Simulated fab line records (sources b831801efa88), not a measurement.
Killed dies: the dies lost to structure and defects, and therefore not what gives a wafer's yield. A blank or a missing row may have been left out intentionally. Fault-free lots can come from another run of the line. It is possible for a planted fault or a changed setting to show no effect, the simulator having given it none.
A struck lot beside a sound one || flow sky130 || 15 out of 708 route steps
Sound: the wafers L529.2, L529.4, L529.6. Struck: wafer L536.4. (L536.6 of the same lot was not struck and is left out.) The cause comes at the end.
Each step with rows lists, per side, the tool, then ch with its chambers, then its first start. Under that, the readings that differ: sound wafers || struck wafers || difference of the means || sigmas: that difference in standard deviations of wafers without a fault.
alike: readings with means less than 2 such deviations apart, plus words and numbers identical on both sides. not compared: withheld readings, readings lacking a value on some wafer, bounds such as >300 that could conceal the same value, and numbers that have no deviation in the record and whose values overlap.
The two part at a step that has a row with sigmas, a row that says differs or no value, or rows on one side only. When numbers do not overlap yet have no deviation, they are printed without sigmas and do not part them. Lack of a reading on every wafer of one side parts them only where that side has two or more wafers.

SKY_VIA3_ETCH_14: etches BARC in N2/H2, stops on SiO2, time 45.9 s, target depth 60 nm.
  sound on rie_diel-01 ch 1,2,3, day 43 11:49; struck on rie_diel-02 ch 0, day 44 21:36
  alike: chamber_pressure_mTorr, drypump_motor_current_A, oes_product_au, throttle_valve_pct
  not compared: rf_hours_counter_h
SKY_VIA3_ETCH_15: etches SiO2 in C4F8/O2/Ar, stops on TiN, target depth 507 nm, time 78 s.
  sound on rie_diel-01 ch 1,2,3, day 43 11:52; struck on rie_diel-02 ch 0, day 44 21:39
{"reading": "chamber_pressure_mTorr (mTorr)", "sound": "39.95 39.94 39.96", "struck": 40.02, "difference": "+0.07", "sigmas": "+2"}
  alike: oes_product_au
SKY_VIA3_STRIP_16: strips in O2/N2.
  sound on plasma_asher-02 ch 0,1, day 43 11:55; struck on plasma_asher-02 ch 0, day 44 21:44
  alike: chamber_pressure_mTorr, drypump_motor_current_A, oes_product_au, strip_time_to_endpoint_s
  not compared: rf_hours_counter_h
then, 4 steps without rows for these wafers: SKY_VIA3_STRIP_17 (strips in post etch residue remover, time 1200 s); SKY_VIA3_CLEAN_18 (cleans in IPA, time 180 s); SKY_VIA3_CLEAN_19 (cleans in O3/DIW); SKY_VIA3_SPUTTER_20 (material TiN, target thk 20 nm, time 80 s).
SKY_VIA3_CVD_21: deposits W, target thk 390 nm, time 117.31 s.
  sound on cvd_w-01 ch 0,1, day 43 12:34; struck on cvd_w-02 ch 1, day 44 22:24
  alike: heater_power_w
SKY_VIA3_RS_MEAS_22: measurement is done with a four-point probe.
  sound on film_metro-02 at day 43 12:43; struck on film_metro-02 at day 44 22:32
  alike: VIA3_W_RS
SKY_VIA3_THK_MEAS_23: measures by xrf.
  sound on film_metro-02 at day 43 12:49; struck on film_metro-02 at day 44 22:38
  alike: VIA3_W_THK
then, 2 steps without rows for these wafers: SKY_VIA3_CMP_24 (polishes, stops on SiO2, t overpolish 20 s, target thk 0 nm); SKY_METAL4_SPUTTER_00 (material Ti, target thk 15 nm, time 10 s).
SKY_METAL4_SPUTTER_01: material TiN, target thk 20 nm, time 16.7 s.
  sound on pvd_sputter-04 at day 43 13:11; struck on pvd_sputter-04 at day 44 22:59
{"reading": "model.TiN_of_METAL4_SPUTTER_01.thk_nm (nm)", "sound": "20.05 20.37 20.27", "struck": 21.62, "difference": "+1.39", "sigmas": ""}
  alike: cathode_dc_power_W, throttle_valve_pct
SKY_METAL4_SPUTTER_02: material AlCu, target thk 735 nm, time 39.1 s.
  sound on pvd_sputter-04 at day 43 13:13; struck on pvd_sputter-04 at day 44 23:01
  alike: cathode_dc_power_W, throttle_valve_pct
after that, 1 step had no rows for these wafers: SKY_PAD_OPEN_PROBE_99.

## WHERE THEY PART
At SKY_VIA3_ETCH_15 and nowhere else, as far as this record goes. Later steps at which nothing parts them and some readings are alike: SKY_VIA3_STRIP_16, SKY_VIA3_CVD_21, SKY_VIA3_RS_MEAS_22, SKY_VIA3_THK_MEAS_23, SKY_METAL4_SPUTTER_01, SKY_METAL4_SPUTTER_02.

WHY: the cause the simulator had injected
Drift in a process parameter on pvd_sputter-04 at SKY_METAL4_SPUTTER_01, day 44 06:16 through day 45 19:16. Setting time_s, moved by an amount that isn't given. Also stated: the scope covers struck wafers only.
